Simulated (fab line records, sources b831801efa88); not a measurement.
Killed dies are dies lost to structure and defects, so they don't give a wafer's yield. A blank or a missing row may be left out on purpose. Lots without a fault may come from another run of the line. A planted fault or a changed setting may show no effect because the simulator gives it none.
Which tool did it? | flow sfq_line | 14 lots, 42 wafers sampled, at 2 steps of a route of 325

WHAT THE GAUGES READ, wafer by wafer
The record holds no reading of a measuring or inspecting step that can be judged against a usual standard deviation.

WHICH TOOL RAN EACH LOT (tool, then ch and the chambers of the sampled wafers, then the start)
lot  | SFQ_TRILAYER_L0_CAP_PECVD_011  | SFQ_TRILAYER_L0_VIA_ETCH_VIA_ETCH_016
L395 | pecvd-01 ch 0,1,2, day 4 13:56 | rie_diel-04 ch 0,2, day 7 21:52
L396 | pecvd-01 ch 0,1,2, day 4 18:44 | rie_diel-02 ch 1,2,3, day 8 02:40
L397 | pecvd-02 ch 0,1,2, day 5 02:28 | rie_diel-03 ch 2,3, day 8 14:40
L398 | pecvd-01 ch 0,1,2, day 5 07:16 | rie_diel-03 ch 0,3, day 8 20:40
L399 | pecvd-02 ch 1,2, day 5 10:53   | rie_diel-03 ch 1,2, day 9 01:36
L400 | pecvd-02 ch 0,1,2, day 5 18:04 | rie_diel-04 ch 0,3, day 9 05:12
L401 | pecvd-02 ch 0,1,2, day 6 00:04 | rie_diel-04 ch 1,2, day 9 11:12
L402 | pecvd-01 ch 0,1,2, day 6 08:29 | rie_diel-03 ch 0,2,3, day 9 18:24
L405 | pecvd-02 ch 0,1,2, day 6 18:05 | rie_diel-04 ch 0,2,3, day 10 04:00
L406 | pecvd-02 ch 0,1,2, day 7 01:17 | rie_diel-04 ch 1,2,3, day 10 11:12
L409 | pecvd-03 ch 0,1, day 7 17:53   | rie_diel-04 ch 1,2,3, day 11 19:43
L414 | pecvd-01 ch 0,1,2, day 9 03:36 | rie_diel-03 ch 0,1,3, day 13 23:25
L416 | pecvd-01 ch 0,1,2, day 9 09:36 | rie_diel-02 ch 0,1,3, day 14 06:58
L417 | pecvd-01 ch 0,2, day 9 14:24   | rie_diel-03 ch 1,2,3, day 14 15:22
- SFQ_TRILAYER_L0_CAP_PECVD_011: deposits SiO2 from SiH4/N2O, time 13.333 s, target thk 60 nm.
- SFQ_TRILAYER_L0_VIA_ETCH_VIA_ETCH_016: etches SiO2 in CHF3, stops on MoNx KI, target depth 80 nm.

WHAT THE TOOLS THEMSELVES READ (means of the sampled wafers that have a number; where no wafer has one, the mark that the record gives instead)
SFQ_TRILAYER_L0_CAP_PECVD_011.
lot  | tool     | chamber_pressure_Torr (Torr) | heater_power_w (W) | throttle_valve_pct (%)
L395 | pecvd-01 | 2.403                        | 84                 | 24.3
L396 | pecvd-01 | 2.397                        | 85                 | 24.5
L397 | pecvd-02 | 2.396                        | 83                 | 26.0
L398 | pecvd-01 | 2.398                        | 82                 | 24.4
L399 | pecvd-02 | 2.402                        | 61                 | 26.4
L400 | pecvd-02 | 2.398                        | 86                 | 25.8
L401 | pecvd-02 | 2.402                        | 86                 | 25.8
L402 | pecvd-01 | 2.397                        | 87                 | 24.6
L405 | pecvd-02 | 2.400                        | 85                 | 25.8
L406 | pecvd-02 | 2.395                        | 87                 | 25.8
L409 | pecvd-03 | 2.402                        | 73                 | 23.9
L414 | pecvd-01 | 2.404                        | 83                 | 24.8
L416 | pecvd-01 | 2.399                        | 79                 | 24.7
L417 | pecvd-01 | 2.402                        | 69                 | 25.3

SFQ_TRILAYER_L0_VIA_ETCH_VIA_ETCH_016.
lot  | tool        | drypump_motor_current_A (A) | oes_product_au (a.u.)
L395 | rie_diel-04 | 6.1                         | 0.840
L396 | rie_diel-02 | 5.8                         | 0.836
L397 | rie_diel-03 | 6.2                         | 0.844
L398 | rie_diel-03 | 6.6                         | 0.847
L399 | rie_diel-03 | 6.1                         | 0.846
L400 | rie_diel-04 | 5.8                         | 0.845
L401 | rie_diel-04 | 6.2                         | 0.839
L402 | rie_diel-03 | 6.4                         | 0.849
L405 | rie_diel-04 | 5.9                         | 0.802
L406 | rie_diel-04 | 6.1                         | 0.797
L409 | rie_diel-04 | 6.0                         | 0.838
L414 | rie_diel-03 | 6.4                         | 0.839
L416 | rie_diel-02 | 5.4                         | 0.838
L417 | rie_diel-03 | 6.2                         | 0.839

THE ANSWER, worked out from the rows above alone
Rule: what is usual is taken from the lots themselves. Put in order of their means at a reading, lots are off if they are a third of the lots or fewer, leave a main group of 4 or more, and stand apart from it by a gap of 3 or more times the standard deviation of the main group's means; of several such gaps the widest counts. A main group whose means are all the same, to the digits that the tables above print for the reading, isn't used. A lot without any number at a reading at which 4 lots or more have one is off too. The other lots that the step has rows for count as sound. The gauges are gone through in route order, then the tools' own readings, and for those a lot's mean is taken as printed above. The first step at which some lot is off is used, and at that step the reading that is off furthest; a lot without a number counts as furthest.
Off: L405, L406, at SFQ_TRILAYER_L0_VIA_ETCH_VIA_ETCH_016 (oes_product_au). The main group: mean 0.842 a.u., standard deviation 0.0041.
A tool fits if, at that step or a process step before it, it ran every lot that is off, and no sound lot after the first of them. One fits: pecvd-02 at SFQ_TRILAYER_L0_CAP_PECVD_011. Its last sound lot is L401 (day 6 00:04), its first lot that is off L405 (day 6 18:05): a fault that began between those two fits.

WHAT THE SIMULATOR HAD PUT IN
Process parameter drift: pecvd-02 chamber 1, from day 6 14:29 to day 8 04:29, at SFQ_TRILAYER_L0_CAP_PECVD_011. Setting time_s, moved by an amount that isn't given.
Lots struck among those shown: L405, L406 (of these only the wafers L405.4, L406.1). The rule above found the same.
